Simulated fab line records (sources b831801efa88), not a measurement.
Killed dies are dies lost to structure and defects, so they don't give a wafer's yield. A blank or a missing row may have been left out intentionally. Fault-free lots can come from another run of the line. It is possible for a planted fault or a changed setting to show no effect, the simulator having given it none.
Which tool did it? | flow gf180mcu | 18 wafers from 6 lots sampled at 4 of the route's 602 steps

## WHAT EACH GAUGE READ, for each wafer
GF_V3_THK_MEAS_03.
lot  | measured     | on           | V3_CVD_02_THK (nm)
L383 | day 21 20:05 | filmMetro-02 | 849 838 865
L386 | day 23 13:07 | filmMetro-02 | 849 852 864
L389 | day 24 11:04 | filmMetro-02 | 837 842 847
L392 | day 25 04:35 | filmMetro-02 | 860 850 856
L394 | day 26 01:41 | filmMetro-01 | 845 866 863
L402 | day 28 10:14 | filmMetro-02 | 847 836 853

## EACH LOT AND THE TOOL THAT RAN IT (in order: tool; ch and the chambers of the sampled wafers; start)
lot  | GF_M1_SPUTTER_01            | GF_M3_SPUTTER_04            | GF_V3_CVD_02
L383 | pvdSputter-01, day 16 13:16 | pvdSputter-04, day 20 19:17 | pecvd-04 ch 0,1,2, day 21 20:01
L386 | pvdSputter-01, day 18 06:53 | pvdSputter-01, day 22 13:19 | pecvd-01 ch 0,1,2, day 23 13:03
L389 | pvdSputter-01, day 19 06:50 | pvdSputter-04, day 23 12:10 | pecvd-04 ch 1,2, day 24 10:59
L392 | pvdSputter-01, day 20 02:29 | pvdSputter-04, day 24 05:53 | pecvd-01 ch 0,1,2, day 25 04:29
L394 | pvdSputter-01, day 21 00:53 | pvdSputter-02, day 25 03:13 | pecvd-02 ch 0,1, day 26 01:37
L402 | pvdSputter-02, day 23 16:29 | pvdSputter-04, day 27 13:30 | pecvd-02 ch 0,1,2, day 28 10:10
- GF_M1_SPUTTER_01: material TiN, target thk 30 nm, time 25 s.
- GF_M3_SPUTTER_04: material TiN, target thk 50 nm, time 41.7 s.
- GF_V3_CVD_02: deposits SiO2 from TEOS, target thk 850 nm, time 94.851 s.

## THE ANSWER, worked out from the rows above alone
Rule: what is usual is taken from the lots themselves. Put in order of their means at a reading, lots are off if they are a third of the lots or fewer, leave a main group of 4 or more, and stand apart from it by a gap of 3 or more times the standard deviation of the main group's means; of several such gaps the widest counts. The tables above print the reading to a certain number of digits; a main group whose means all agree to those digits is not used. Also off: a lot with no number at a reading for which 4 or more lots have one. Where the step has rows for the other lots, those lots are counted as sound.
None of the lots is off at any reading shown; this tells nothing.

## WHAT WAS PUT IN BY THE SIMULATOR
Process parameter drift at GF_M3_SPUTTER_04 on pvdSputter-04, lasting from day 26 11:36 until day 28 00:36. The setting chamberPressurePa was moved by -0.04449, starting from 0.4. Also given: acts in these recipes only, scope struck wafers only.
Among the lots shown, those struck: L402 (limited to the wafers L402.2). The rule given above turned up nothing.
